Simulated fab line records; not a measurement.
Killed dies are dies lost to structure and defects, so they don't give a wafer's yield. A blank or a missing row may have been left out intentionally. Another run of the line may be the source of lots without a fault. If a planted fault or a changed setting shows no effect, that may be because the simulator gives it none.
Comparing a struck lot with a sound one    flow sky130    19 steps out of a route of 708
Sound: these wafers, L521.3, L521.5, L521.6. The struck wafers were L529.1, L529.2, L529.3. The cause is named last.
At each step with rows: each side's tool, then ch and its chambers, then its first start. Under that, the readings that differ: sound wafers    struck wafers    difference of the means    sigmas: that difference in standard deviations of wafers without a fault.
alike: a reading whose means differ by less than 2 such deviations, as well as words and numbers matching on both sides. not compared: withheld readings; readings where some wafer has no value; bounds like >300 that might hide an equal value; numbers whose values overlap and for which the record gives no deviation.
Wherever a step has rows on one side only, a row that says differs or no value, or a row with sigmas, the two part there. Non-overlapping numbers with no deviation appear without sigmas and do not part them. A reading that every wafer of one side lacks parts them only if that side has two wafers or more.

first, 4 steps without rows for these wafers: SKY_VT_ADJUST_LVTN_SOFTBAKE_14 (time 60 s); SKY_VT_ADJUST_LVTN_EXPOSE_15 (exposes mask HVN STD DERIVED, target cd 600 nm); SKY_VT_ADJUST_LVTN_PEB_16; SKY_VT_ADJUST_LVTN_DEVELOP_17 (develop time 60 s).
SKY_VT_ADJUST_LVTN_OVL_MEAS_18:
  sound: overlay-01 at day 8 03:28; struck: overlay-02 at day 10 05:55
  alike: VT_ADJUST_LVTN_01_OVL
next, for these wafers, 1 step has no rows: SKY_VT_ADJUST_LVTN_IMPLANT_19.
SKY_VT_ADJUST_LVTN_STRIP_20: strips in O2/N2.
  sound on plasma-asher-03 ch 0,1, day 8 03:41; struck on plasma-asher-04 ch 0,1, day 10 06:06
  alike: drypump-motor-current-A, oes-product-au, strip-time-to-endpoint-s
  not compared: rf-hours-counter-h
SKY_VT_ADJUST_LVTN_TW_MEAS_21:
  sound: film-metro-03 at day 8 03:46; struck: film-metro-03 at day 10 06:12
  alike: VT_ADJUST_LVTN_2_TW
then, 4 steps without rows for these wafers: SKY_VT_ADJUST_NCORE_DEHYDRATE_00 (time 60 s); SKY_VT_ADJUST_NCORE_HMDS_01 (prime time 60 s); SKY_VT_ADJUST_NCORE_COAT_02 (resist thk 1140 nm); SKY_VT_ADJUST_NCORE_SOFTBAKE_03 (time 60 s).
SKY_VT_ADJUST_NCORE_EXPOSE_04: exposes mask LVTN COMPLEMENT THIN, target cd 380 nm.
  sound on iline-stepper-01 ch 0, day 8 14:07; struck on iline-stepper-01 ch 0, day 10 17:47
reading                                  sound                 struck             difference  sigmas
model.VT_ADJUST_NCORE.overlay-x-nm (nm)  0.0666 0.0666 0.0666  234.5 234.5 234.5  +234.4      
  alike: mask
then, 2 steps without rows for these wafers: SKY_VT_ADJUST_NCORE_PEB_05; SKY_VT_ADJUST_NCORE_DEVELOP_06 (develop time 60 s).
SKY_VT_ADJUST_NCORE_CD_MEAS_07: the cd target is 380 nm.
  sound: cd-sem-01 at day 8 23:58; struck: cd-sem-02 at day 11 05:34
  alike: cd-nm
SKY_VT_ADJUST_NCORE_OVL_MEAS_08:
  sound: overlay-01 at day 9 00:03; struck: overlay-02 at day 11 05:41
reading                   sound        struck             difference  sigmas
VT_ADJUST_NCORE_OVL (nm)  0.9 0.6 0.7  234.8 236.0 235.8  +234.8      +99 or more
next, for these wafers, 1 step has no rows: SKY_VT_ADJUST_NCORE_IMPLANT_09.
-- record jumps: 37 days separate the struck wafers' starts on either side; left off in module VT_ADJUST_NCORE, taken up again in module PAD_OPEN, whose first shown step is the route's number 708 --
SKY_PAD_OPEN_PROBE_99:
  sound: prober-02 at day 46 04:47; struck: prober-02 at day 48 06:41
reading                                   sound                struck                difference  sigmas
killed-at-front-end                       24 14 13             114 122 120           +102        +23
killed-dies                               97 85 85             183 189 185           +97         +10
killed-on-rim                             18 19 15             33 41 37              +20         +6
model.etest.sram-nfet-pass.drive-ua-um    472.8 482.3 483.9    551 542 539.3         +64         
model.etest.nfet_05v0_nvt.drive-ua-um     564.4 560 564.6      531.2 531.7 535.7     -30.1       
model.etest.sram-pfet-latch.drive-ua-um   139.4 141.3 136.7    163.1 150.5 161.6     +19.3       
model.etest.pfet_01v8_lvt.drive-ua-um     173.3 175.1 173.9    205.8 202.9 203.1     +29.8       
model.etest.nfet_01v8_lvt.drive-ua-um     560.7 560.9 557.4    549.9 534.8 529.1     -21.7       
model.etest.pfet_01v8_hvt.drive-ua-um     140.6 144.9 143.2    153.9 149.4 149.5     +8.0        
model.etest.pfet_01v8_lvt.off-log10-a-um  -8.88 -8.681 -8.981  -5.923 -5.889 -5.844  +2.962      
model.etest.nfet_05v0_nvt.off-log10-a-um  -10.95 -11.22 -11.1  -13.42 -13.49 -13.49  -2.38       
  alike: killed_at_M0_to_M3, killed_at_M4_up, killed-at-contacts, killed-at-other, killed-open, killed-short

## WHERE THEY PART
At SKY_VT_ADJUST_NCORE_OVL_MEAS_08 first; at SKY_PAD_OPEN_PROBE_99 last (within this record only).

WHY: whatever the simulator had introduced
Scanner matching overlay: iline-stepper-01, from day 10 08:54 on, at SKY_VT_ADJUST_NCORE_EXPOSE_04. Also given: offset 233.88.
